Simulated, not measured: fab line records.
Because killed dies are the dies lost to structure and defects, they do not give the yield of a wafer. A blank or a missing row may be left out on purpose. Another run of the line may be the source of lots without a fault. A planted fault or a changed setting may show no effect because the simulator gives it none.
What tool caused it? / flow gf180mcu / 24 lots with 72 wafers sampled at 6 steps, on a route of 602 steps

== WHAT EACH GAUGE READ, for each wafer ==
GF_STI_THK_MEAS_30. Usual: STI_OXIDATION_02_THK typically reads 9.96 nm, with standard deviation 0.19.
lot=L074; measured=day 2 05:53; on=film metro-03; STI_OXIDATION_02_THK (nm)=9.75 9.89 9.79; flag=
lot=L075; measured=day 2 11:37; on=film metro-02; STI_OXIDATION_02_THK (nm)=10.10 10.04 10.11; flag=
lot=L076; measured=day 2 16:58; on=film metro-02; STI_OXIDATION_02_THK (nm)=9.87 9.92 9.90; flag=
lot=L077; measured=day 2 21:42; on=film metro-02; STI_OXIDATION_02_THK (nm)=10.06 10.26 10.06; flag=
lot=L078; measured=day 3 03:05; on=film metro-02; STI_OXIDATION_02_THK (nm)=10.02 10.29 10.07; flag=
lot=L079; measured=day 3 08:15; on=film metro-03; STI_OXIDATION_02_THK (nm)=10.02 10.19 10.12; flag=
lot=L080; measured=day 3 12:29; on=film metro-01; STI_OXIDATION_02_THK (nm)=10.37 10.43 10.32; flag=
lot=L081; measured=day 3 18:56; on=film metro-02; STI_OXIDATION_02_THK (nm)=10.14 10.33 10.31; flag=
lot=L082; measured=day 4 00:59; on=film metro-01; STI_OXIDATION_02_THK (nm)=9.74 9.98 9.95; flag=
lot=L083; measured=day 4 04:50; on=film metro-02; STI_OXIDATION_02_THK (nm)=9.71 9.82 9.86; flag=
lot=L084; measured=day 4 10:31; on=film metro-02; STI_OXIDATION_02_THK (nm)=9.97 10.05 9.87; flag=
lot=L085; measured=day 4 14:35; on=film metro-02; STI_OXIDATION_02_THK (nm)=10.01 9.97 10.00; flag=
lot=L086; measured=day 4 19:29; on=film metro-03; STI_OXIDATION_02_THK (nm)=9.64 9.66 9.73; flag=
lot=L087; measured=day 5 00:26; on=film metro-02; STI_OXIDATION_02_THK (nm)=9.91 9.83 9.98; flag=
lot=L088; measured=day 5 09:34; on=film metro-02; STI_OXIDATION_02_THK (nm)=9.97 10.05 10.03; flag=
lot=L089; measured=day 5 13:19; on=film metro-01; STI_OXIDATION_02_THK (nm)=9.79 9.78 9.77; flag=
lot=L090; measured=day 5 17:13; on=film metro-01; STI_OXIDATION_02_THK (nm)=9.89 9.88 9.84; flag=
lot=L091; measured=day 5 23:33; on=film metro-01; STI_OXIDATION_02_THK (nm)=9.77 9.81 9.85; flag=
lot=L092; measured=day 6 05:31; on=film metro-01; STI_OXIDATION_02_THK (nm)=9.98 9.76 9.94; flag=
lot=L093; measured=day 6 09:50; on=film metro-02; STI_OXIDATION_02_THK (nm)=10.06 10.32 10.04; flag=
lot=L094; measured=day 6 14:21; on=film metro-03; STI_OXIDATION_02_THK (nm)=9.77 9.91 9.70; flag=
lot=L095; measured=day 6 19:34; on=film metro-02; STI_OXIDATION_02_THK (nm)=9.85 9.79 9.85; flag=
lot=L096; measured=day 6 23:38; on=film metro-03; STI_OXIDATION_02_THK (nm)=10.02 10.15 10.03; flag=
lot=L097; measured=day 7 04:14; on=film metro-02; STI_OXIDATION_02_THK (nm)=9.72 9.94 9.85; flag=

GF_M5_OVL_MEAS_08. Usual: M5_OVL typically reads 0 nm, with standard deviation 4.7.
lot=L074; measured=day 26 07:18; on=overlay-01; M5_OVL (nm)=2 0 2; flag=
lot=L075; measured=day 26 13:52; on=overlay-02; M5_OVL (nm)=-5 -4 2; flag=
lot=L076; measured=day 26 22:46; on=overlay-01; M5_OVL (nm)=10 9 8; flag=
lot=L077; measured=day 27 02:36; on=overlay-02; M5_OVL (nm)=-8 1 -1; flag=
lot=L078; measured=day 27 18:49; on=overlay-01; M5_OVL (nm)=-1 -5 -6; flag=
lot=L079; measured=day 27 19:30; on=overlay-01; M5_OVL (nm)=12 7 4; flag=
lot=L080; measured=day 28 02:55; on=overlay-02; M5_OVL (nm)=6 2 7; flag=
lot=L081; measured=day 28 16:33; on=overlay-01; M5_OVL (nm)=-1 5 5; flag=
lot=L082; measured=day 28 19:20; on=overlay-02; M5_OVL (nm)=-6 -1 0; flag=
lot=L083; measured=day 29 01:01; on=overlay-02; M5_OVL (nm)=-2 11 5; flag=
lot=L084; measured=day 29 08:41; on=overlay-02; M5_OVL (nm)=-4 -4 -3; flag=
lot=L085; measured=day 29 16:05; on=overlay-01; M5_OVL (nm)=7 2 0; flag=
lot=L086; measured=day 30 04:51; on=overlay-02; M5_OVL (nm)=-1 -2 0; flag=
lot=L087; measured=day 30 05:30; on=overlay-01; M5_OVL (nm)=3 3 7; flag=
lot=L088; measured=day 30 10:36; on=overlay-02; M5_OVL (nm)=-4 -6 -3; flag=
lot=L089; measured=day 31 07:51; on=overlay-02; M5_OVL (nm)=-4 -3 -6; flag=
lot=L090; measured=day 31 09:31; on=overlay-01; M5_OVL (nm)=0 6 7; flag=
lot=L091; measured=day 31 19:54; on=overlay-02; M5_OVL (nm)=0 -8 -3; flag=
lot=L092; measured=day 31 22:44; on=overlay-02; M5_OVL (nm)=2 -1 -2; flag=
lot=L093; measured=day 32 07:21; on=overlay-01; M5_OVL (nm)=3 2 3; flag=
lot=L094; measured=day 32 08:31; on=overlay-02; M5_OVL (nm)=9 11 1; flag=
lot=L095; measured=day 32 15:22; on=overlay-02; M5_OVL (nm)=-2 1 -4; flag=
lot=L096; measured=day 32 18:21; on=overlay-01; M5_OVL (nm)=-2 -1 -3; flag=
lot=L097; measured=day 33 01:22; on=overlay-01; M5_OVL (nm)=-7 -2 -4; flag=

GF_V5_CD_MEAS_14: target cd 260 nm. Usual: cd nm at 259.6 nm, with a standard deviation of 1.5.
lot=L074; measured=day 27 05:14; on=cd sem-02; cd nm (nm)=259.0 258.4 259.6; flag=
lot=L075; measured=day 27 11:37; on=cd sem-02; cd nm (nm)=257.2 258.0 258.3; flag=
lot=L076; measured=day 27 20:05; on=cd sem-01; cd nm (nm)=259.2 259.2 257.5; flag=
lot=L077; measured=day 27 23:43; on=cd sem-01; cd nm (nm)=261.7 260.9 261.5; flag=
lot=L078; measured=day 28 15:31; on=cd sem-01; cd nm (nm)=258.9 258.2 257.7; flag=
lot=L079; measured=day 28 16:42; on=cd sem-02; cd nm (nm)=259.1 259.0 259.7; flag=
lot=L080; measured=day 28 23:40; on=cd sem-01; cd nm (nm)=259.0 259.9 261.3; flag=
lot=L081; measured=day 29 13:11; on=cd sem-01; cd nm (nm)=262.8 260.3 261.7; flag=
lot=L082; measured=day 29 16:12; on=cd sem-01; cd nm (nm)=262.1 262.4 261.3; flag=
lot=L083; measured=day 29 21:32; on=cd sem-02; cd nm (nm)=261.5 260.7 259.5; flag=
lot=L084; measured=day 30 04:06; on=cd sem-01; cd nm (nm)=259.3 260.4 260.1; flag=
lot=L085; measured=day 30 12:12; on=cd sem-01; cd nm (nm)=260.9 259.6 260.2; flag=
lot=L086; measured=day 31 01:39; on=cd sem-01; cd nm (nm)=258.3 258.1 258.3; flag=
lot=L087; measured=day 31 01:47; on=cd sem-02; cd nm (nm)=258.3 257.3 257.1; flag=
lot=L088; measured=day 31 05:59; on=cd sem-01; cd nm (nm)=263.4 263.1 263.1; flag=
lot=L089; measured=day 32 02:15; on=cd sem-01; cd nm (nm)=258.2 258.6 259.3; flag=
lot=L090; measured=day 32 04:05; on=cd sem-02; cd nm (nm)=258.5 259.0 258.2; flag=
lot=L091; measured=day 32 13:56; on=cd sem-01; cd nm (nm)=260.9 261.7 260.5; flag=
lot=L092; measured=day 32 16:18; on=cd sem-02; cd nm (nm)=258.0 257.3 258.2; flag=
lot=L093; measured=day 33 00:25; on=cd sem-02; cd nm (nm)=259.0 258.3 259.4; flag=
lot=L094; measured=day 33 02:13; on=cd sem-01; cd nm (nm)=260.7 258.9 259.8; flag=
lot=L095; measured=day 33 08:27; on=cd sem-02; cd nm (nm)=259.5 257.8 259.0; flag=
lot=L096; measured=day 33 11:14; on=cd sem-02; cd nm (nm)=258.3 259.4 259.8; flag=
lot=L097; measured=day 33 18:21; on=cd sem-02; cd nm (nm)=259.4 259.3 259.8; flag=

== WHICH TOOL RAN EACH LOT (tool, then ch and the chambers of the sampled wafers, then the start) ==
lot=L074; GF_CONTACT_SPUTTER_23=pvd sputter-01, day 16 04:28; GF_V1_STRIP_18=plasma asher-01 ch 1, day 18 03:28; GF_M2_SPUTTER_00=pvd sputter-03, day 18 04:41
lot=L075; GF_CONTACT_SPUTTER_23=pvd sputter-01, day 16 11:56; GF_V1_STRIP_18=plasma asher-01 ch 0,1, day 18 11:32; GF_M2_SPUTTER_00=pvd sputter-03, day 18 12:44
lot=L076; GF_CONTACT_SPUTTER_23=pvd sputter-04, day 16 21:27; GF_V1_STRIP_18=plasma asher-02 ch 0,1, day 18 21:48; GF_M2_SPUTTER_00=pvd sputter-02, day 18 23:02
lot=L077; GF_CONTACT_SPUTTER_23=pvd sputter-03, day 17 03:04; GF_V1_STRIP_18=plasma asher-02 ch 0,1, day 19 03:20; GF_M2_SPUTTER_00=pvd sputter-02, day 19 04:41
lot=L078; GF_CONTACT_SPUTTER_23=pvd sputter-03, day 17 19:54; GF_V1_STRIP_18=plasma asher-01 ch 0,1, day 19 22:30; GF_M2_SPUTTER_00=pvd sputter-04, day 19 23:44
lot=L079; GF_CONTACT_SPUTTER_23=pvd sputter-04, day 17 20:05; GF_V1_STRIP_18=plasma asher-02 ch 0,1, day 19 22:40; GF_M2_SPUTTER_00=pvd sputter-02, day 19 23:53
lot=L080; GF_CONTACT_SPUTTER_23=pvd sputter-04, day 18 08:20; GF_V1_STRIP_18=plasma asher-01 ch 0,1, day 20 10:38; GF_M2_SPUTTER_00=pvd sputter-03, day 20 11:51
lot=L081; GF_CONTACT_SPUTTER_23=pvd sputter-04, day 18 18:19; GF_V1_STRIP_18=plasma asher-03 ch 0,1, day 20 20:57; GF_M2_SPUTTER_00=pvd sputter-04, day 20 22:16
lot=L082; GF_CONTACT_SPUTTER_23=pvd sputter-01, day 19 01:14; GF_V1_STRIP_18=plasma asher-02 ch 0,1, day 21 04:00; GF_M2_SPUTTER_00=pvd sputter-02, day 21 05:41
lot=L083; GF_CONTACT_SPUTTER_23=pvd sputter-01, day 19 10:44; GF_V1_STRIP_18=plasma asher-02 ch 0,1, day 21 12:16; GF_M2_SPUTTER_00=pvd sputter-02, day 21 13:40
lot=L084; GF_CONTACT_SPUTTER_23=pvd sputter-04, day 19 16:59; GF_V1_STRIP_18=plasma asher-03 ch 0,1, day 21 19:22; GF_M2_SPUTTER_00=pvd sputter-04, day 21 20:36
lot=L085; GF_CONTACT_SPUTTER_23=pvd sputter-03, day 20 02:42; GF_V1_STRIP_18=plasma asher-02 ch 0, day 22 04:09; GF_M2_SPUTTER_00=pvd sputter-03, day 22 05:23
lot=L086; GF_CONTACT_SPUTTER_23=pvd sputter-01, day 20 13:56; GF_V1_STRIP_18=plasma asher-02 ch 0,1, day 22 15:40; GF_M2_SPUTTER_00=pvd sputter-04, day 22 16:55
lot=L087; GF_CONTACT_SPUTTER_23=pvd sputter-01, day 20 20:19; GF_V1_STRIP_18=plasma asher-02 ch 0,1, day 22 22:57; GF_M2_SPUTTER_00=pvd sputter-04, day 23 00:11
lot=L088; GF_CONTACT_SPUTTER_23=pvd sputter-04, day 21 05:28; GF_V1_STRIP_18=plasma asher-01 ch 0,1, day 23 06:40; GF_M2_SPUTTER_00=pvd sputter-03, day 23 07:53
lot=L089; GF_CONTACT_SPUTTER_23=pvd sputter-03, day 22 05:11; GF_V1_STRIP_18=plasma asher-01 ch 0,1, day 24 05:34; GF_M2_SPUTTER_00=pvd sputter-04, day 24 06:45
lot=L090; GF_CONTACT_SPUTTER_23=pvd sputter-04, day 22 06:55; GF_V1_STRIP_18=plasma asher-03 ch 0,1, day 24 06:51; GF_M2_SPUTTER_00=pvd sputter-04, day 24 08:02
lot=L091; GF_CONTACT_SPUTTER_23=pvd sputter-04, day 22 21:45; GF_V1_STRIP_18=plasma asher-02 ch 0,1, day 24 21:57; GF_M2_SPUTTER_00=pvd sputter-03, day 24 23:11
lot=L092; GF_CONTACT_SPUTTER_23=pvd sputter-01, day 22 23:32; GF_V1_STRIP_18=plasma asher-03 ch 0,1, day 24 22:07; GF_M2_SPUTTER_00=pvd sputter-03, day 24 23:47
lot=L093; GF_CONTACT_SPUTTER_23=pvd sputter-03, day 23 14:47; GF_V1_STRIP_18=plasma asher-01 ch 0,1, day 25 12:55; GF_M2_SPUTTER_00=pvd sputter-02, day 25 14:08
lot=L094; GF_CONTACT_SPUTTER_23=pvd sputter-03, day 23 16:11; GF_V1_STRIP_18=plasma asher-03 ch 1, day 25 14:28; GF_M2_SPUTTER_00=pvd sputter-02, day 25 15:41
lot=L095; GF_CONTACT_SPUTTER_23=pvd sputter-03, day 24 01:16; GF_V1_STRIP_18=plasma asher-01 ch 0,1, day 25 22:03; GF_M2_SPUTTER_00=pvd sputter-03, day 25 23:19
lot=L096; GF_CONTACT_SPUTTER_23=pvd sputter-01, day 24 02:38; GF_V1_STRIP_18=plasma asher-03 ch 0,1, day 26 00:53; GF_M2_SPUTTER_00=pvd sputter-04, day 26 02:07
lot=L097; GF_CONTACT_SPUTTER_23=pvd sputter-01, day 24 15:26; GF_V1_STRIP_18=plasma asher-02 ch 0,1, day 26 12:42; GF_M2_SPUTTER_00=pvd sputter-03, day 26 13:56
- GF_CONTACT_SPUTTER_23: material TiN, target thk 10 nm, time 40 s.
- GF_V1_STRIP_18: strips in O2/N2.
- GF_M2_SPUTTER_00: material Ti, target thk 37.5 nm, time 150 s.

== AS READ BY THE TOOLS THEMSELVES (means over the sampled wafers that have a number; for cases with no such wafer, the mark the record gives instead) ==
GF_CONTACT_SPUTTER_23. Usual: chamber pressure pa 4.999 Pa, standard deviation 0.01; throttle valve pct 30.2 %, standard deviation 0.64.
lot=L074; tool=pvd sputter-01; chamber pressure pa (Pa)=4.997; throttle valve pct (%)=30.4; flag=
lot=L075; tool=pvd sputter-01; chamber pressure pa (Pa)=5.005; throttle valve pct (%)=30.5; flag=
lot=L076; tool=pvd sputter-04; chamber pressure pa (Pa)=4.995; throttle valve pct (%)=30.2; flag=
lot=L077; tool=pvd sputter-03; chamber pressure pa (Pa)=5.005; throttle valve pct (%)=30.0; flag=
lot=L078; tool=pvd sputter-03; chamber pressure pa (Pa)=5.003; throttle valve pct (%)=29.9; flag=
lot=L079; tool=pvd sputter-04; chamber pressure pa (Pa)=5.000; throttle valve pct (%)=30.1; flag=
lot=L080; tool=pvd sputter-04; chamber pressure pa (Pa)=5.001; throttle valve pct (%)=30.3; flag=
lot=L081; tool=pvd sputter-04; chamber pressure pa (Pa)=5.000; throttle valve pct (%)=30.4; flag=
lot=L082; tool=pvd sputter-01; chamber pressure pa (Pa)=5.000; throttle valve pct (%)=30.6; flag=
lot=L083; tool=pvd sputter-01; chamber pressure pa (Pa)=5.007; throttle valve pct (%)=30.9; flag=
lot=L084; tool=pvd sputter-04; chamber pressure pa (Pa)=4.996; throttle valve pct (%)=30.2; flag=
lot=L085; tool=pvd sputter-03; chamber pressure pa (Pa)=5.001; throttle valve pct (%)=29.7; flag=
lot=L086; tool=pvd sputter-01; chamber pressure pa (Pa)=4.994; throttle valve pct (%)=30.5; flag=
lot=L087; tool=pvd sputter-01; chamber pressure pa (Pa)=4.996; throttle valve pct (%)=30.5; flag=
lot=L088; tool=pvd sputter-04; chamber pressure pa (Pa)=4.996; throttle valve pct (%)=30.5; flag=
lot=L089; tool=pvd sputter-03; chamber pressure pa (Pa)=5.005; throttle valve pct (%)=30.1; flag=
lot=L090; tool=pvd sputter-04; chamber pressure pa (Pa)=5.007; throttle valve pct (%)=30.0; flag=
lot=L091; tool=pvd sputter-04; chamber pressure pa (Pa)=5.005; throttle valve pct (%)=29.9; flag=
lot=L092; tool=pvd sputter-01; chamber pressure pa (Pa)=4.992; throttle valve pct (%)=30.0; flag=
lot=L093; tool=pvd sputter-03; chamber pressure pa (Pa)=5.006; throttle valve pct (%)=30.0; flag=
lot=L094; tool=pvd sputter-03; chamber pressure pa (Pa)=4.995; throttle valve pct (%)=30.6; flag=
lot=L095; tool=pvd sputter-03; chamber pressure pa (Pa)=5.005; throttle valve pct (%)=30.0; flag=
lot=L096; tool=pvd sputter-01; chamber pressure pa (Pa)=5.003; throttle valve pct (%)=30.4; flag=
lot=L097; tool=pvd sputter-01; chamber pressure pa (Pa)=4.995; throttle valve pct (%)=30.1; flag=

GF_V1_STRIP_18. Usual: drypump motor current A 6.0 A, standard deviation 0.32; heater power w 339 W, standard deviation 28; oes product au 0.592 a.u., standard deviation 0.0049; platen temp c 249.99 C, standard deviation 0.18.
lot=L074; tool=plasma asher-01; drypump motor current A (A)=5.4; heater power w (W)=364; oes product au (a.u.)=0.592; platen temp c (C)=249.85; flag=
lot=L075; tool=plasma asher-01; drypump motor current A (A)=5.7; heater power w (W)=322; oes product au (a.u.)=0.591; platen temp c (C)=250.13; flag=
lot=L076; tool=plasma asher-02; drypump motor current A (A)=6.2; heater power w (W)=338; oes product au (a.u.)=0.594; platen temp c (C)=250.11; flag=
lot=L077; tool=plasma asher-02; drypump motor current A (A)=6.2; heater power w (W)=325; oes product au (a.u.)=0.590; platen temp c (C)=249.84; flag=
lot=L078; tool=plasma asher-01; drypump motor current A (A)=5.7; heater power w (W)=316; oes product au (a.u.)=0.594; platen temp c (C)=249.96; flag=
lot=L079; tool=plasma asher-02; drypump motor current A (A)=6.2; heater power w (W)=325; oes product au (a.u.)=0.593; platen temp c (C)=249.81; flag=
lot=L080; tool=plasma asher-01; drypump motor current A (A)=5.5; heater power w (W)=344; oes product au (a.u.)=0.591; platen temp c (C)=250.01; flag=
lot=L081; tool=plasma asher-03; drypump motor current A (A)=6.2; heater power w (W)=370; oes product au (a.u.)=0.592; platen temp c (C)=249.80; flag=
lot=L082; tool=plasma asher-02; drypump motor current A (A)=6.3; heater power w (W)=337; oes product au (a.u.)=0.587; platen temp c (C)=249.98; flag=
lot=L083; tool=plasma asher-02; drypump motor current A (A)=6.2; heater power w (W)=339; oes product au (a.u.)=0.588; platen temp c (C)=249.95; flag=
lot=L084; tool=plasma asher-03; drypump motor current A (A)=5.9; heater power w (W)=352; oes product au (a.u.)=0.589; platen temp c (C)=250.09; flag=
lot=L085; tool=plasma asher-02; drypump motor current A (A)=6.3; heater power w (W)=342; oes product au (a.u.)=0.595; platen temp c (C)=249.85; flag=
lot=L086; tool=plasma asher-02; drypump motor current A (A)=6.1; heater power w (W)=334; oes product au (a.u.)=0.598; platen temp c (C)=250.15; flag=
lot=L087; tool=plasma asher-02; drypump motor current A (A)=6.2; heater power w (W)=338; oes product au (a.u.)=0.589; platen temp c (C)=249.96; flag=
lot=L088; tool=plasma asher-01; drypump motor current A (A)=5.6; heater power w (W)=346; oes product au (a.u.)=0.592; platen temp c (C)=250.00; flag=
lot=L089; tool=plasma asher-01; drypump motor current A (A)=5.7; heater power w (W)=316; oes product au (a.u.)=0.591; platen temp c (C)=250.12; flag=
lot=L090; tool=plasma asher-03; drypump motor current A (A)=6.2; heater power w (W)=369; oes product au (a.u.)=0.589; platen temp c (C)=250.03; flag=
lot=L091; tool=plasma asher-02; drypump motor current A (A)=6.2; heater power w (W)=336; oes product au (a.u.)=0.592; platen temp c (C)=250.09; flag=
lot=L092; tool=plasma asher-03; drypump motor current A (A)=6.1; heater power w (W)=363; oes product au (a.u.)=0.588; platen temp c (C)=250.03; flag=
lot=L093; tool=plasma asher-01; drypump motor current A (A)=5.7; heater power w (W)=325; oes product au (a.u.)=0.592; platen temp c (C)=249.94; flag=
lot=L094; tool=plasma asher-03; drypump motor current A (A)=6.3; heater power w (W)=386; oes product au (a.u.)=0.591; platen temp c (C)=249.89; flag=
lot=L095; tool=plasma asher-01; drypump motor current A (A)=5.7; heater power w (W)=323; oes product au (a.u.)=0.594; platen temp c (C)=249.95; flag=
lot=L096; tool=plasma asher-03; drypump motor current A (A)=6.0; heater power w (W)=351; oes product au (a.u.)=0.589; platen temp c (C)=249.96; flag=
lot=L097; tool=plasma asher-02; drypump motor current A (A)=6.2; heater power w (W)=335; oes product au (a.u.)=0.592; platen temp c (C)=249.92; flag=

GF_M2_SPUTTER_00. Usual: chamber pressure pa 2.000 Pa, standard deviation 0.004; throttle valve pct 29.9 %, standard deviation 1.1.
lot=L074; tool=pvd sputter-03; chamber pressure pa (Pa)=2.000; throttle valve pct (%)=30.3; flag=
lot=L075; tool=pvd sputter-03; chamber pressure pa (Pa)=1.994; throttle valve pct (%)=29.6; flag=
lot=L076; tool=pvd sputter-02; chamber pressure pa (Pa)=1.997; throttle valve pct (%)=30.6; flag=
lot=L077; tool=pvd sputter-02; chamber pressure pa (Pa)=2.001; throttle valve pct (%)=30.6; flag=
lot=L078; tool=pvd sputter-04; chamber pressure pa (Pa)=1.999; throttle valve pct (%)=30.3; flag=
lot=L079; tool=pvd sputter-02; chamber pressure pa (Pa)=2.001; throttle valve pct (%)=29.4; flag=
lot=L080; tool=pvd sputter-03; chamber pressure pa (Pa)=1.999; throttle valve pct (%)=30.1; flag=
lot=L081; tool=pvd sputter-04; chamber pressure pa (Pa)=1.997; throttle valve pct (%)=29.4; flag=
lot=L082; tool=pvd sputter-02; chamber pressure pa (Pa)=1.997; throttle valve pct (%)=29.6; flag=
lot=L083; tool=pvd sputter-02; chamber pressure pa (Pa)=2.000; throttle valve pct (%)=31.0; flag=
lot=L084; tool=pvd sputter-04; chamber pressure pa (Pa)=2.000; throttle valve pct (%)=30.3; flag=
lot=L085; tool=pvd sputter-03; chamber pressure pa (Pa)=1.999; throttle valve pct (%)=30.0; flag=
lot=L086; tool=pvd sputter-04; chamber pressure pa (Pa)=2.002; throttle valve pct (%)=30.4; flag=
lot=L087; tool=pvd sputter-04; chamber pressure pa (Pa)=1.998; throttle valve pct (%)=30.1; flag=
lot=L088; tool=pvd sputter-03; chamber pressure pa (Pa)=1.998; throttle valve pct (%)=29.4; flag=
lot=L089; tool=pvd sputter-04; chamber pressure pa (Pa)=2.001; throttle valve pct (%)=29.6; flag=
lot=L090; tool=pvd sputter-04; chamber pressure pa (Pa)=2.001; throttle valve pct (%)=29.8; flag=
lot=L091; tool=pvd sputter-03; chamber pressure pa (Pa)=2.003; throttle valve pct (%)=29.6; flag=
lot=L092; tool=pvd sputter-03; chamber pressure pa (Pa)=1.998; throttle valve pct (%)=29.7; flag=
lot=L093; tool=pvd sputter-02; chamber pressure pa (Pa)=1.996; throttle valve pct (%)=28.2; flag=
lot=L094; tool=pvd sputter-02; chamber pressure pa (Pa)=1.999; throttle valve pct (%)=29.1; flag=
lot=L095; tool=pvd sputter-03; chamber pressure pa (Pa)=2.000; throttle valve pct (%)=30.2; flag=
lot=L096; tool=pvd sputter-04; chamber pressure pa (Pa)=2.002; throttle valve pct (%)=29.8; flag=
lot=L097; tool=pvd sputter-03; chamber pressure pa (Pa)=1.998; throttle valve pct (%)=30.2; flag=

== THE ANSWER, worked out from the rows above alone ==
Rule: take the mean of a lot's wafers that have a number; if it is more than 3 standard deviations from the usual mean, the lot is off. A lot without any number at a reading at which 4 lots or more have one is off too. Where the step has rows for the other lots, those lots are counted as sound. The gauges are gone through in route order, then the tools' own readings, and for those a lot's mean is taken as printed above. The first step at which some lot is off is used, and at that step the reading that is off furthest; a lot without a number counts as furthest.
No lot is off at any reading shown: from this, nothing can be told.

== WHAT THE SIMULATOR HAD PUT IN ==
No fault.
